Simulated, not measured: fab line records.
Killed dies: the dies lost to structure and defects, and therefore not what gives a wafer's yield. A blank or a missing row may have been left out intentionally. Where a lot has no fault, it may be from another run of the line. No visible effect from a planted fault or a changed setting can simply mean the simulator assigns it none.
Struck lot and sound lot, side by side ; flow sky130 ; 16 steps out of a route of 708
Sound: these wafers, L480.2, L480.4, L480.6. Struck: wafer L488.1 (L488.3, L488.6, from the same lot, were not struck and are left out); the cause is given at the end.
Each step with rows lists, per side, the tool, then ch with its chambers, then its first start. Under that, the readings that differ: sound wafers ; struck wafers ; difference of the means ; sigmas: that difference in standard deviations of wafers without a fault.
alike: readings whose means differ by less than 2 such deviations, and words and numbers that are the same on both sides. not compared: withheld readings, readings that some wafer has no value for, bounds like >300 that may hide the same value, and numbers for which the record gives no deviation and whose values overlap.
A row with sigmas, a row that says differs or no value, or rows on one side alone: a step with any of these is where the two part. When numbers do not overlap yet have no deviation, they are printed without sigmas and do not part them. A reading missing from all wafers of one side parts the sides only when that side holds two or more wafers.

first, 1 step without rows for these wafers: SKY_METAL5_CLEAN_19 (cleans in O3/DIW).
SKY_PASSIVATION_CVD_00: deposits SiO2, target thk 90 nm.
  sound on pecvd-04 ch 0,2, day 44 07:02; struck on pecvd-01 ch 2, day 46 20:40
  alike: heater-power-w
SKY_PASSIVATION_THK_MEAS_01:
  struck on film-metro-03, day 46 20:41; sound on film-metro-02, day 44 07:04
  alike: PASSIVATION_CVD_00_THK
SKY_PASSIVATION_CVD_02: deposits Si3N4, target thk 540 nm.
  sound on pecvd-03 ch 0,2, day 44 07:07; struck on pecvd-04 ch 2, day 46 20:45
  alike: heater-power-w
SKY_PASSIVATION_THK_MEAS_03:
  struck on film-metro-04, day 46 20:59; sound on film-metro-03, day 44 07:28
  alike: PASSIVATION_CVD_02_THK
then, 7 steps without rows for these wafers: SKY_PASSIVATION_DEHYDRATE_04 (time 60 s); SKY_PASSIVATION_HMDS_05 (prime time 60 s); SKY_PASSIVATION_COAT_06 (resist thk 3000 nm); SKY_PASSIVATION_SOFTBAKE_07; SKY_PASSIVATION_EXPOSE_08 (exposes mask NSM, target cd 3000 nm); SKY_PASSIVATION_PEB_09; SKY_PASSIVATION_DEVELOP_10 (develop time 60 s).
SKY_PASSIVATION_ETCH_11: etches the open film in CF4/O2, stops on AlCu, target depth 725 nm, time 161.1 s.
  sound on rie-diel-03 ch 0,1,3, day 45 04:37; struck on rie-diel-03 ch 2, day 47 17:07
reading;sound;struck;difference;sigmas
oes-product-au (a.u.);0.979 0.975 0.987;1.019;+0.039;+5
run-length-s (s);189.5 189.6 189.2;147.9;-41.5;-99 or more
throttle-valve-pct (%);5.960 5.941 5.969;5.991;+0.034;+4
model.etch.depth-nm (nm);700.1 711.4 716.5;544.7;-164.6;
model.PASSIVATION.feature-depth-nm (nm);700.1 711.4 716.5;544.7;-164.6;
model.coat_of_PASSIVATION_COAT_06.thk-nm (nm);2503 2524 2500;2637;+128;
  alike: cf4-flow-sccm, drypump-motor-current-A
  not compared: rf-hours-counter-h
SKY_PASSIVATION_STRIP_12: strips in O2/N2.
  sound on plasma-asher-03 ch 0, day 45 04:43; struck on plasma-asher-03 ch 0, day 47 17:13
reading;sound;struck;difference;sigmas
strip-time-to-endpoint-s (s);31.36 31.61 31.31;32.92;+1.49;+12
  alike: drypump-motor-current-A, oes-product-au
  not compared: rf-hours-counter-h
then, 1 step without rows for these wafers: SKY_PAD_OPEN_DEHYDRATE_00 (time 60 s).
SKY_PAD_OPEN_PROBE_99:
  struck on prober-01, day 48 14:34; sound on prober-01, day 46 04:22
reading;sound;struck;difference;sigmas
defect-limited-yield (%);82.5 83.1 81.9;0;-82;-46
killed-at-other;2 0 1;401;+400;+99 or more
killed-dies;86 83 89;492;+406;+47
killed-on-rim;19 14 15;96;+80;+20
sort_bin_5_function (%);10.8 10.2 11.6;93.1;+82.2;+59
sort-n-pass;406 409 403;0;-406;-47
sort-yield-pct (%);82.5 83.1 81.9;0;-82;-46
  alike: killed_at_M0_to_M3, killed_at_M4_up, killed-at-contacts, killed-at-front-end, killed-open, killed-short, sort_bin_3_pad_short, sort_bin_6_memory

== WHERE THEY PART ==
Last at SKY_PAD_OPEN_PROBE_99 as far as this record goes, first at SKY_PASSIVATION_ETCH_11.

WHY: what had been put in by the simulator
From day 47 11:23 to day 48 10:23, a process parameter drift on rie-diel-03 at SKY_PASSIVATION_ETCH_11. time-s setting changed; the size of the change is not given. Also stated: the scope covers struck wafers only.
